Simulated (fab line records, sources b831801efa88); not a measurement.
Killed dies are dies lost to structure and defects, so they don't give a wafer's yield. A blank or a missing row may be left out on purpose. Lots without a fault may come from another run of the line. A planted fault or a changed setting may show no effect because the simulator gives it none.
Which tool did it? | flow sky130 | 24 lots, 72 wafers sampled, at 3 steps of a route of 708

WHAT THE GAUGES READ, wafer by wafer
SKY_FIELD_ISO_THK_MEAS_02.
lot  | measured    | on            | FIELD_ISO_OXIDATION_00_THK (nm)
L074 | day 1 14:20 | film_metro-04 | 12.17 12.00 11.95
L075 | day 1 17:43 | film_metro-04 | 12.16 12.09 12.31
L076 | day 1 22:07 | film_metro-04 | 12.02 12.07 12.02
L077 | day 2 03:17 | film_metro-04 | 11.67 11.89 11.68
L078 | day 2 07:38 | film_metro-04 | 12.09 12.39 11.96
L079 | day 2 13:09 | film_metro-01 | 11.74 11.86 11.88
L080 | day 2 17:38 | film_metro-04 | 11.93 12.01 11.69
L081 | day 2 23:47 | film_metro-04 | 12.16 12.11 12.15
L082 | day 3 04:58 | film_metro-03 | 12.17 12.04 12.16
L083 | day 3 08:38 | film_metro-01 | 11.99 12.17 12.03
L084 | day 3 13:38 | film_metro-03 | 11.66 11.96 11.78
L085 | day 3 19:13 | film_metro-01 | 11.83 11.77 11.90
L086 | day 4 00:30 | film_metro-03 | 11.48 11.43 11.36
L087 | day 4 04:39 | film_metro-03 | 11.87 12.02 11.92
L088 | day 4 10:23 | film_metro-03 | 11.73 11.63 11.81
L089 | day 4 15:55 | film_metro-03 | 11.82 11.78 11.88
L090 | day 4 21:53 | film_metro-04 | 11.70 11.64 11.57
L091 | day 5 01:46 | film_metro-03 | 11.46 11.74 11.48
L092 | day 5 07:23 | film_metro-03 | 11.75 11.93 11.71
L093 | day 5 10:38 | film_metro-01 | 11.91 12.00 12.04
L094 | day 5 16:17 | film_metro-04 | 12.10 12.06 11.95
L095 | day 5 21:49 | film_metro-03 | 11.74 11.79 11.65
L096 | day 6 01:38 | film_metro-03 | 11.80 11.97 11.82
L097 | day 6 07:20 | film_metro-03 | 11.81 11.98 11.93

SKY_NWELL_OVL_MEAS_10.
lot  | measured     | on         | NWELL_00_OVL (nm)
L074 | day 4 18:13  | overlay-02 | -2.0 -1.3 -0.9
L075 | day 5 00:52  | overlay-02 | -0.4 -1.0 -2.3
L076 | day 5 04:31  | overlay-02 | -0.8 -2.2 -0.5
L077 | day 5 11:08  | overlay-02 | -2.2 -2.5 -2.2
L078 | day 5 18:47  | overlay-01 | 0.0 -0.2 -1.3
L079 | day 5 21:16  | overlay-01 | -3.6 -1.6 -1.9
L080 | day 6 03:38  | overlay-01 | 0.9 -0.7 -1.2
L081 | day 6 08:13  | overlay-01 | 0.9 -1.9 -2.1
L082 | day 6 16:49  | overlay-02 | -0.4 0.6 -0.9
L083 | day 6 23:14  | overlay-02 | -0.2 -2.5 -1.4
L084 | day 7 02:53  | overlay-01 | 0.1 0.0 0.8
L085 | day 7 10:34  | overlay-01 | -0.8 1.2 0.5
L086 | day 7 16:23  | overlay-01 | -1.7 -2.7 -3.3
L087 | day 7 18:26  | overlay-01 | 1.5 -1.7 -0.3
L088 | day 8 04:47  | overlay-02 | -1.3 -2.9 -2.4
L089 | day 8 09:58  | overlay-02 | -1.3 0.5 0.8
L090 | day 8 17:01  | overlay-02 | 0.0 -0.8 -0.5
L091 | day 8 22:34  | overlay-01 | -0.6 -2.5 -1.4
L092 | day 9 03:55  | overlay-02 | -1.0 -1.5 -3.1
L093 | day 9 05:56  | overlay-02 | -2.5 -1.4 -0.3
L094 | day 9 14:01  | overlay-02 | -0.4 -1.0 -2.4
L095 | day 9 18:32  | overlay-01 | 1.2 1.5 -0.2
L096 | day 10 00:58 | overlay-01 | 2.2 -1.2 -0.2
L097 | day 10 05:13 | overlay-02 | -1.2 -1.8 -0.2

SKY_VT_ADJUST_LVTN_OVL_MEAS_18.
lot  | measured     | on         | VT_ADJUST_LVTN_01_OVL (nm)
L074 | day 8 01:41  | overlay-02 | -3.3 -2.8 -2.7
L075 | day 8 10:28  | overlay-01 | -0.5 -3.1 -0.6
L076 | day 8 15:10  | overlay-02 | -2.6 -2.9 -1.6
L077 | day 8 21:56  | overlay-02 | 1.2 1.0 -0.7
L078 | day 9 07:02  | overlay-02 | -1.7 1.1 -1.2
L079 | day 9 10:00  | overlay-02 | -0.6 -2.8 -1.0
L080 | day 9 16:37  | overlay-01 | -0.5 0.1 -0.2
L081 | day 9 23:05  | overlay-02 | -2.3 -1.2 -3.0
L082 | day 10 08:55 | overlay-02 | -0.5 0.3 0.5
L083 | day 10 17:10 | overlay-02 | 0.0 1.3 1.5
L084 | day 10 20:58 | overlay-01 | -0.9 -1.6 -0.6
L085 | day 11 05:02 | overlay-02 | -1.0 -3.5 -1.3
L086 | day 11 11:50 | overlay-01 | 0.4 0.1 0.4
L087 | day 11 15:17 | overlay-01 | -2.1 0.5 0.7
L088 | day 12 01:47 | overlay-01 | 0.3 -0.9 0.1
L089 | day 12 16:32 | overlay-02 | 0.7 1.7 0.3
L090 | day 12 19:17 | overlay-02 | -2.0 -2.6 -3.9
L091 | day 12 21:04 | overlay-01 | -2.2 -1.1 -0.4
L092 | day 12 23:29 | overlay-02 | -1.8 -1.9 -1.9
L093 | day 13 00:25 | overlay-01 | -2.3 -1.7 -1.3
L094 | day 13 22:55 | overlay-01 | -0.1 -0.8 -0.7
L095 | day 14 00:11 | overlay-01 | -1.3 0.6 0.0
L096 | day 14 01:31 | overlay-02 | -0.1 0.9 0.2
L097 | day 14 18:05 | overlay-01 | -2.5 -3.6 -3.5

WHICH TOOL RAN EACH LOT (tool, then ch and the chambers of the sampled wafers, then the start)
The record holds no process step before these readings.

WHAT THE TOOLS THEMSELVES READ (means of the sampled wafers that have a number; where no wafer has one, the mark that the record gives instead)
The record holds no such reading with a usual standard deviation.

THE ANSWER, worked out from the rows above alone
Rule: what is usual is taken from the lots themselves. Put in order of their means at a reading, lots are off if they are a third of the lots or fewer, leave a main group of 4 or more, and stand apart from it by a gap of 3 or more times the standard deviation of the main group's means; of several such gaps the widest counts. A main group whose means are all the same, to the digits that the tables above print for the reading, isn't used. A lot without any number at a reading at which 4 lots or more have one is off too. The other lots that the step has rows for count as sound. The gauges are gone through in route order, then the tools' own readings, and for those a lot's mean is taken as printed above. The first step at which some lot is off is used, and at that step the reading that is off furthest; a lot without a number counts as furthest.
No lot is off at any reading shown: from this, nothing can be told.

WHAT THE SIMULATOR HAD PUT IN
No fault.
